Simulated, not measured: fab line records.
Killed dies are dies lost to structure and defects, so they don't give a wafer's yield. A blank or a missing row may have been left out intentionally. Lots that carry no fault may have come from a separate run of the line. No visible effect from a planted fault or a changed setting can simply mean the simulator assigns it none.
fab line records / flow sfq-line
record lots=15 wafers=45 last-day=83
route steps=325 shown M3@130
lots untouched by any fault: they come from a run of this same line in which no faults occurred
start-h: the number of hours between the record's first day and the start of the first shown wafer of the lot / wait-h: hours since the lot's step before / " as in the row above / L1.1+2: one row covering several wafers at once / - no value, or no start was given / * or withheld: withheld / < > ~ a bound
route shown NAME@n: a module of which the file shows steps, and the number in the route of the first / usual: mean/standard deviation taken from wafers without a fault / same: alike in all rows / chamber/n: place in a boat / sites: per-site readings / _std_site: the standard deviation of these / _edge_site: outer sites' mean less inner sites' / radius-mm: for every site, how far away it sits from the centre of the wafer / mask NAME#n: copy n / behind: the tool/chamber that last shaped the wafer / hold: why the lot was held/for how many hours/how that ended / device: transistor that didn't switch, given as n, p or np / end of line: the same wafers' tests at the end of the route / for a step that has no rows: nothing shown but its recipe / killed: the dies lost at the first sort to structure and to defects; this is not the yield of the wafer / map: dies across one wafer; x = killed, . = not, _ = none there
set.NAME: the setting that was run; set.NAME@STEP: the one run at that earlier step / model.NAME: the simulator's own value behind a step, which no gauge read
one table for each step of the route and one row for each wafer, over a sample of lots
services: a tool's chamber out of use, with start hour (start-h, from the record's first day; less than 0 if before it), hours out, and reason
## steps
# step SFQ_TRILAYER_M3_ETCH_METAL_ETCH_078
# recipe target=Nb stop-on=SiO2 mask-material=PR chemistry=Cl2/Ar target-depth-nm=240 icp-w=600 bias-w=80 pressure-mtorr=10 time-s=120
# usual drypump-motor-current-A=5.58/0.29 oes-product-au=0.895/0.0078 run-length-s=148.5/0.42
lot.wafer=L479.1 tool=rie-metal-03 chamber=0 start-h=836.77 wait-h=0.0 drypump-motor-current-A=5.01 oes-product-au=0.884 rf-hours-counter-h=90 run-length-s=149.0
lot.wafer=L479.4 tool=rie-metal-03 chamber=1 start-h=836.77 wait-h=0.0 drypump-motor-current-A=5.69 oes-product-au=0.887 rf-hours-counter-h=- run-length-s=148.0
lot.wafer=L479.6 tool=rie-metal-03 chamber=0 start-h=836.77 wait-h=0.0 drypump-motor-current-A=5.02 oes-product-au=0.890 rf-hours-counter-h=- run-length-s=148.6
lot.wafer=L481.2 tool=rie-metal-03 chamber=1 start-h=863.81 wait-h=0.0 drypump-motor-current-A=5.69 oes-product-au=0.907 rf-hours-counter-h=84 run-length-s=148.0
lot.wafer=L481.3 tool=rie-metal-03 chamber=0 start-h=863.81 wait-h=0.0 drypump-motor-current-A=5.02 oes-product-au=0.898 rf-hours-counter-h=- run-length-s=149.0
lot.wafer=L481.6 tool=rie-metal-03 chamber=0 start-h=863.81 wait-h=0.0 drypump-motor-current-A=5.01 oes-product-au=0.900 rf-hours-counter-h=- run-length-s=148.7
lot.wafer=L482.3 tool=rie-metal-02 chamber=0 start-h=865.05 wait-h=0.1 drypump-motor-current-A=5.66 oes-product-au=0.903 rf-hours-counter-h=- run-length-s=148.9
lot.wafer=L482.5 tool=rie-metal-02 chamber=1 start-h=865.05 wait-h=0.1 drypump-motor-current-A=5.88 oes-product-au=0.894 rf-hours-counter-h=- run-length-s=148.3
lot.wafer=L482.6 tool=rie-metal-02 chamber=0 start-h=865.05 wait-h=0.1 drypump-motor-current-A=5.66 oes-product-au=0.897 rf-hours-counter-h=- run-length-s=148.9
lot.wafer=L483.1 tool=rie-metal-02 chamber=0 start-h=903.66 wait-h=0.0 drypump-motor-current-A=5.63 oes-product-au=0.818 rf-hours-counter-h=114 run-length-s=174.3
lot.wafer=L483.2 tool=rie-metal-02 chamber=1 start-h=903.66 wait-h=0.0 drypump-motor-current-A=5.88 oes-product-au=0.901 rf-hours-counter-h=129 run-length-s=148.4
lot.wafer=L483.5 tool=rie-metal-02 chamber=0 start-h=903.66 wait-h=0.0 drypump-motor-current-A=5.63 oes-product-au=0.801 rf-hours-counter-h=- run-length-s=174.2
lot.wafer=L484.1 tool=rie-metal-02 chamber=1 start-h=907.13 wait-h=0.0 drypump-motor-current-A=5.88 oes-product-au=0.808 rf-hours-counter-h=130 run-length-s=174.0
lot.wafer=L484.2 tool=rie-metal-02 chamber=0 start-h=907.13 wait-h=0.0 drypump-motor-current-A=5.62 oes-product-au=0.894 rf-hours-counter-h=114 run-length-s=148.8
lot.wafer=L484.6 tool=rie-metal-02 chamber=1 start-h=907.13 wait-h=0.0 drypump-motor-current-A=5.92 oes-product-au=0.895 rf-hours-counter-h=- run-length-s=148.6
lot.wafer=L485.1 tool=rie-metal-02 chamber=1 start-h=920.33 wait-h=0.0 drypump-motor-current-A=5.87 oes-product-au=0.804 rf-hours-counter-h=131 run-length-s=173.9
lot.wafer=L485.5 tool=rie-metal-02 chamber=0 start-h=920.33 wait-h=0.0 drypump-motor-current-A=5.67 oes-product-au=0.797 rf-hours-counter-h=- run-length-s=174.2
lot.wafer=L485.6 tool=rie-metal-02 chamber=1 start-h=920.33 wait-h=0.0 drypump-motor-current-A=5.87 oes-product-au=0.895 rf-hours-counter-h=- run-length-s=148.4
lot.wafer=L492.1 tool=rie-metal-04 chamber=1 start-h=980.98 wait-h=0.0 drypump-motor-current-A=5.17 oes-product-au=0.914 rf-hours-counter-h=134 run-length-s=148.1
lot.wafer=L492.2 tool=rie-metal-04 chamber=0 start-h=980.98 wait-h=0.0 drypump-motor-current-A=5.48 oes-product-au=0.899 rf-hours-counter-h=119 run-length-s=148.1
lot.wafer=L492.5 tool=rie-metal-04 chamber=1 start-h=980.98 wait-h=0.0 drypump-motor-current-A=5.19 oes-product-au=0.901 rf-hours-counter-h=- run-length-s=147.4
lot.wafer=L493.3 tool=rie-metal-02 chamber=0 start-h=996.73 wait-h=0.1 drypump-motor-current-A=5.64 oes-product-au=0.894 rf-hours-counter-h=- run-length-s=148.7
lot.wafer=L493.4 tool=rie-metal-02 chamber=0 start-h=996.73 wait-h=0.1 drypump-motor-current-A=5.61 oes-product-au=0.909 rf-hours-counter-h=- run-length-s=148.7
lot.wafer=L493.6 tool=rie-metal-02 chamber=0 start-h=996.73 wait-h=0.1 drypump-motor-current-A=5.63 oes-product-au=0.899 rf-hours-counter-h=- run-length-s=148.6
lot.wafer=L494.1 tool=rie-metal-03 chamber=1 start-h=1006.52 wait-h=0.0 drypump-motor-current-A=5.63 oes-product-au=0.878 rf-hours-counter-h=101 run-length-s=148.1
lot.wafer=L494.2 tool=rie-metal-03 chamber=0 start-h=1006.52 wait-h=0.0 drypump-motor-current-A=5.02 oes-product-au=0.889 rf-hours-counter-h=111 run-length-s=148.7
lot.wafer=L494.3 tool=rie-metal-03 chamber=1 start-h=1006.52 wait-h=0.0 drypump-motor-current-A=5.65 oes-product-au=0.890 rf-hours-counter-h=- run-length-s=148.0
lot.wafer=L495.1 tool=rie-metal-04 chamber=1 start-h=1020.60 wait-h=0.0 drypump-motor-current-A=5.19 oes-product-au=0.896 rf-hours-counter-h=140 run-length-s=147.6
lot.wafer=L495.2 tool=rie-metal-04 chamber=0 start-h=1020.60 wait-h=0.0 drypump-motor-current-A=5.50 oes-product-au=0.889 rf-hours-counter-h=123 run-length-s=148.3
lot.wafer=L495.5 tool=rie-metal-04 chamber=0 start-h=1020.60 wait-h=0.0 drypump-motor-current-A=5.50 oes-product-au=0.890 rf-hours-counter-h=- run-length-s=148.3
lot.wafer=L496.1 tool=rie-metal-02 chamber=0 start-h=1047.92 wait-h=0.0 drypump-motor-current-A=5.63 oes-product-au=0.903 rf-hours-counter-h=134 run-length-s=148.6
lot.wafer=L496.2 tool=rie-metal-02 chamber=1 start-h=1047.92 wait-h=0.0 drypump-motor-current-A=5.88 oes-product-au=0.895 rf-hours-counter-h=5 run-length-s=148.3
lot.wafer=L496.5 tool=rie-metal-02 chamber=1 start-h=1047.92 wait-h=0.0 drypump-motor-current-A=5.90 oes-product-au=0.894 rf-hours-counter-h=- run-length-s=148.3
lot.wafer=L498.1 tool=rie-metal-02 chamber=1 start-h=1223.57 wait-h=0.0 drypump-motor-current-A=5.89 oes-product-au=0.895 rf-hours-counter-h=28 run-length-s=148.4
lot.wafer=L498.4 tool=rie-metal-02 chamber=0 start-h=1223.57 wait-h=0.0 drypump-motor-current-A=5.66 oes-product-au=0.888 rf-hours-counter-h=- run-length-s=148.6
lot.wafer=L498.6 tool=rie-metal-02 chamber=1 start-h=1223.57 wait-h=0.0 drypump-motor-current-A=5.90 oes-product-au=0.894 rf-hours-counter-h=- run-length-s=148.5
lot.wafer=L500.3 tool=rie-metal-02 chamber=0 start-h=1230.81 wait-h=0.1 drypump-motor-current-A=5.64 oes-product-au=0.889 rf-hours-counter-h=- run-length-s=149.1
lot.wafer=L500.4 tool=rie-metal-02 chamber=1 start-h=1230.81 wait-h=0.1 drypump-motor-current-A=5.90 oes-product-au=0.895 rf-hours-counter-h=- run-length-s=148.3
lot.wafer=L500.5 tool=rie-metal-02 chamber=0 start-h=1230.81 wait-h=0.1 drypump-motor-current-A=5.65 oes-product-au=0.898 rf-hours-counter-h=- run-length-s=149.2
lot.wafer=L501.2 tool=rie-metal-02 chamber=0 start-h=1233.17 wait-h=0.0 drypump-motor-current-A=5.64 oes-product-au=0.896 rf-hours-counter-h=13 run-length-s=149.1
lot.wafer=L501.4 tool=rie-metal-02 chamber=0 start-h=1233.17 wait-h=0.0 drypump-motor-current-A=5.64 oes-product-au=0.893 rf-hours-counter-h=- run-length-s=149.2
lot.wafer=L501.6 tool=rie-metal-02 chamber=1 start-h=1233.17 wait-h=0.0 drypump-motor-current-A=5.90 oes-product-au=0.902 rf-hours-counter-h=- run-length-s=148.2
lot.wafer=L502.1 tool=rie-metal-04 chamber=1 start-h=1235.57 wait-h=0.0 drypump-motor-current-A=5.16 oes-product-au=0.911 rf-hours-counter-h=21 run-length-s=147.6
lot.wafer=L502.3 tool=rie-metal-04 chamber=0 start-h=1235.57 wait-h=0.0 drypump-motor-current-A=5.49 oes-product-au=0.914 rf-hours-counter-h=- run-length-s=148.1
lot.wafer=L502.5 tool=rie-metal-04 chamber=1 start-h=1235.57 wait-h=0.0 drypump-motor-current-A=5.18 oes-product-au=0.898 rf-hours-counter-h=- run-length-s=148.0
## services
tool=rie-metal-04 chamber=0 start-h=813.21 hours=3.3 kind=repair
tool=rie-metal-04 chamber=- start-h=832.00 hours=0.2 kind=repair
tool=rie-metal-03 chamber=- start-h=837.71 hours=2.8 kind=pm
tool=rie-metal-04 chamber=- start-h=858.27 hours=1.4 kind=pm
tool=rie-metal-02 chamber=0 start-h=928.80 hours=2.4 kind=repair
tool=rie-metal-03 chamber=- start-h=936.65 hours=15.6 kind=pm
tool=rie-metal-04 chamber=- start-h=941.73 hours=2.8 kind=pm
tool=rie-metal-02 chamber=1 start-h=992.11 hours=- kind=clean
tool=rie-metal-02 chamber=1 start-h=992.11 hours=17.0 kind=scheduled-down
tool=rie-metal-02 chamber=1 start-h=992.11 hours=17.0 kind=vent-cycle
tool=rie-metal-04 chamber=0 start-h=996.50 hours=8.0 kind=repair
tool=rie-metal-04 chamber=- start-h=1043.01 hours=0.2 kind=repair
tool=rie-metal-04 chamber=1 start-h=1083.96 hours=- kind=clean
tool=rie-metal-04 chamber=1 start-h=1083.96 hours=17.8 kind=scheduled-down
tool=rie-metal-04 chamber=1 start-h=1083.96 hours=17.8 kind=vent-cycle
tool=rie-metal-04 chamber=- start-h=1128.82 hours=2.3 kind=repair
tool=rie-metal-04 chamber=0 start-h=1135.86 hours=15.9 kind=repair
tool=rie-metal-02 chamber=0 start-h=1141.07 hours=- kind=clean
tool=rie-metal-02 chamber=0 start-h=1141.07 hours=- kind=consumable-replace:focus-ring
tool=rie-metal-02 chamber=0 start-h=1141.07 hours=16.7 kind=scheduled-down
tool=rie-metal-02 chamber=0 start-h=1141.07 hours=16.7 kind=vent-cycle
tool=rie-metal-04 chamber=0 start-h=1152.31 hours=- kind=clean
tool=rie-metal-04 chamber=0 start-h=1152.31 hours=- kind=consumable-replace:focus-ring
tool=rie-metal-02 chamber=1 start-h=1166.96 hours=2.4 kind=repair
## key
first-sign step=SFQ_TRILAYER_M3_ETCH_METAL_ETCH_078 reading=run-length-s direction=up sigmas=60 usual=* struck=*
effect step=SFQ_TRILAYER_M3_ETCH_METAL_ETCH_078 reading=oes-product-au direction=down sigmas=12 usual=0.895 struck=0.805
met-at SFQ_TRILAYER_M3_ETCH_METAL_ETCH_078
struck-lots L483,L484,L485
struck-wafers L483.1,L483.5,L484.1,L485.1,L485.5
onset-between 865.05 903.66
fault kind=process-parameter-drift tool=rie-metal-02 chamber=- onset-h=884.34 steps=SFQ_TRILAYER_M3_ETCH_METAL_ETCH_078 channel=time-s offset=* shape=step end-h=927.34 scope=struck-wafers-only acts-in=* stated=*
